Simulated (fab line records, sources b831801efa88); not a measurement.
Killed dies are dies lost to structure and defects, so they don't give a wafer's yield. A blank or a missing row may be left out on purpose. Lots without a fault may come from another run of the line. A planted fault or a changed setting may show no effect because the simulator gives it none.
Which tool did it? | flow gf180mcu | 13 lots, 39 wafers sampled, at 4 steps of a route of 602

WHAT THE GAUGES READ, wafer by wafer
GF_TOP_METAL_THK_MEAS_06: measures by xrf. Usual: TOP_METAL_ALCU_THK 896 nm, standard deviation 9.1.
lot  | measured     | on            | TOP_METAL_ALCU_THK (nm) | flag
L841 | day 27 09:05 | film_metro-01 | 904 901 909             |
L842 | day 27 12:55 | film_metro-04 | 896 895 893             |
L843 | day 27 21:22 | film_metro-03 | 898 910 896             |
L844 | day 28 08:11 | film_metro-04 | 892 899 891             |
L845 | day 28 16:02 | film_metro-04 | 911 915 911             |
L846 | day 28 20:23 | film_metro-04 | 902 904 904             |
L848 | day 29 10:35 | film_metro-03 | 892 895 897             |
L849 | day 29 18:16 | film_metro-04 | 899 902 906             |
L852 | day 30 21:02 | film_metro-04 | 893 900 891             |
L854 | day 31 05:59 | film_metro-04 | 894 888 890             |
L856 | day 31 17:01 | film_metro-04 | 905 889 897             |
L857 | day 31 22:50 | film_metro-04 | 912 907 901             |
L861 | day 33 01:32 | film_metro-03 | 883 880 898             |

GF_TOP_METAL_CD_MEAS_14: target cd 440 nm. Usual: cd_nm 439.8 nm, standard deviation 2.2.
lot  | measured     | on        | cd_nm (nm)        | flag
L841 | day 28 04:36 | cd_sem-01 | 441.0 443.1 440.7 |
L842 | day 28 08:44 | cd_sem-02 | 439.8 442.4 443.2 |
L843 | day 28 16:54 | cd_sem-02 | 440.6 440.1 443.5 |
L844 | day 29 03:37 | cd_sem-02 | 437.8 438.2 437.2 |
L845 | day 29 11:25 | cd_sem-02 | 439.6 440.8 441.2 |
L846 | day 29 15:22 | cd_sem-01 | 441.9 443.5 444.3 |
L848 | day 30 04:46 | cd_sem-01 | 439.4 437.4 437.8 |
L849 | day 30 12:22 | cd_sem-02 | 437.6 437.2 436.4 |
L852 | day 31 14:32 | cd_sem-02 | 443.0 440.4 440.5 |
L854 | day 31 22:55 | cd_sem-02 | 439.4 438.8 438.7 |
L856 | day 32 09:46 | cd_sem-02 | 438.2 439.5 442.0 |
L857 | day 32 15:00 | cd_sem-01 | 440.6 442.2 442.2 |
L861 | day 33 17:16 | cd_sem-01 | 441.6 443.7 443.7 |

WHICH TOOL RAN EACH LOT (tool, then ch and the chambers of the sampled wafers, then the start)
lot  | GF_V1_CMP_26                  | GF_V5_ETCH_16
L841 | cmp-02 ch 0,2,3, day 18 08:25 | rie_diel-04 ch 0,3, day 27 07:14
L842 | cmp-01 ch 0,1, day 18 12:50   | rie_diel-01 ch 1,3, day 27 11:10
L843 | cmp-01 ch 0,1, day 18 20:52   | rie_diel-01 ch 1,2,3, day 27 19:37
L844 | cmp-01 ch 0,1,2, day 19 11:01 | rie_diel-03 ch 1,2,3, day 28 06:26
L845 | cmp-01 ch 0,1,3, day 19 17:29 | rie_diel-04 ch 2,3, day 28 13:55
L846 | cmp-01 ch 0,1,2, day 20 03:53 | rie_diel-03 ch 1,2, day 28 18:40
L848 | cmp-01 ch 0,1,3, day 20 20:01 | rie_diel-04 ch 0,1,2, day 29 08:49
L849 | cmp-02 ch 0,1,2, day 21 06:34 | rie_diel-03 ch 1,2,3, day 29 16:31
L852 | cmp-01 ch 0,1,3, day 22 13:13 | rie_diel-03 ch 2,3, day 30 19:11
L854 | cmp-02 ch 0,1,2, day 23 02:09 | rie_diel-04 ch 0,1,3, day 31 04:16
L856 | cmp-02 ch 0,1,3, day 23 14:54 | rie_diel-01 ch 0,1,3, day 31 15:19
L857 | cmp-02 ch 2,3, day 23 21:55   | rie_diel-01 ch 0,1,2, day 31 21:05
L861 | cmp-02 ch 0,1,3, day 25 08:37 | rie_diel-03 ch 0,1,2, day 32 23:48
- GF_V1_CMP_26: polishes, stops on SiO2, t overpolish 15 s, target thk 0 nm.
- GF_V5_ETCH_16: etches BARC in N2/H2.

WHAT THE TOOLS THEMSELVES READ (means of the sampled wafers that have a number; where no wafer has one, the mark that the record gives instead)
GF_V1_CMP_26. Usual: motor_current_A 10.8 A, standard deviation 0.67; overpolish_run_s 14.999 s, standard deviation 0.0087; platen_rpm 60.00 rpm, standard deviation 0.035; time_to_endpoint_s 85.7 s, standard deviation 2.7.
lot  | tool   | motor_current_A (A) | overpolish_run_s (s) | platen_rpm (rpm) | time_to_endpoint_s (s) | flag
L841 | cmp-02 | 10.3                | 15.001               | 60.00            | 85.0                   |
L842 | cmp-01 | 10.4                | 14.999               | 60.01            | 87.0                   |
L843 | cmp-01 | 10.5                | 14.997               | 60.05            | 88.1                   |
L844 | cmp-01 | 11.2                | 15.001               | 60.02            | 86.1                   |
L845 | cmp-01 | 10.4                | 14.993               | 59.98            | 87.2                   |
L846 | cmp-01 | 11.2                | 15.000               | 60.02            | 83.8                   |
L848 | cmp-01 | 10.4                | 14.997               | 60.00            | 83.0                   |
L849 | cmp-02 | 10.6                | 15.000               | 60.02            | 87.5                   |
L852 | cmp-01 | 10.8                | 14.998               | 59.98            | 86.2                   |
L854 | cmp-02 | 10.7                | 15.008               | 60.02            | 86.0                   |
L856 | cmp-02 | 10.7                | 15.000               | 60.00            | 86.9                   |
L857 | cmp-02 | 10.6                | 15.001               | 60.00            | 89.4                   |
L861 | cmp-02 | 10.7                | 15.000               | 60.01            | 83.4                   |

GF_V5_ETCH_16. Usual: drypump_motor_current_A 5.6 A, standard deviation 0.48; oes_product_au 0.854 a.u., standard deviation 0.0047; throttle_valve_pct 13.225 %, standard deviation 0.0091.
lot  | tool        | drypump_motor_current_A (A) | oes_product_au (a.u.) | throttle_valve_pct (%) | flag
L841 | rie_diel-04 | 6.2                         | 0.854                 | 13.217                 |
L842 | rie_diel-01 | 6.0                         | 0.855                 | 13.226                 |
L843 | rie_diel-01 | 5.7                         | 0.853                 | 13.223                 |
L844 | rie_diel-03 | 5.3                         | 0.848                 | 13.230                 |
L845 | rie_diel-04 | 5.8                         | 0.857                 | 13.218                 |
L846 | rie_diel-03 | 5.1                         | 0.857                 | 13.226                 |
L848 | rie_diel-04 | 5.8                         | 0.858                 | 13.225                 |
L849 | rie_diel-03 | 5.4                         | 0.855                 | 13.228                 |
L852 | rie_diel-03 | 5.6                         | 0.857                 | 13.224                 |
L854 | rie_diel-04 | 5.9                         | 0.855                 | 13.231                 |
L856 | rie_diel-01 | 5.8                         | 0.849                 | 13.227                 |
L857 | rie_diel-01 | 5.5                         | 0.850                 | 13.220                 |
L861 | rie_diel-03 | 5.1                         | 0.855                 | 13.221                 |

THE ANSWER, worked out from the rows above alone
Rule: a lot is off if the mean of its wafers that have a number lies more than 3 standard deviations from the usual mean. A lot without any number at a reading at which 4 lots or more have one is off too. The other lots that the step has rows for count as sound. The gauges are gone through in route order, then the tools' own readings, and for those a lot's mean is taken as printed above. The first step at which some lot is off is used, and at that step the reading that is off furthest; a lot without a number counts as furthest.
No lot is off at any reading shown: from this, nothing can be told.

WHAT THE SIMULATOR HAD PUT IN
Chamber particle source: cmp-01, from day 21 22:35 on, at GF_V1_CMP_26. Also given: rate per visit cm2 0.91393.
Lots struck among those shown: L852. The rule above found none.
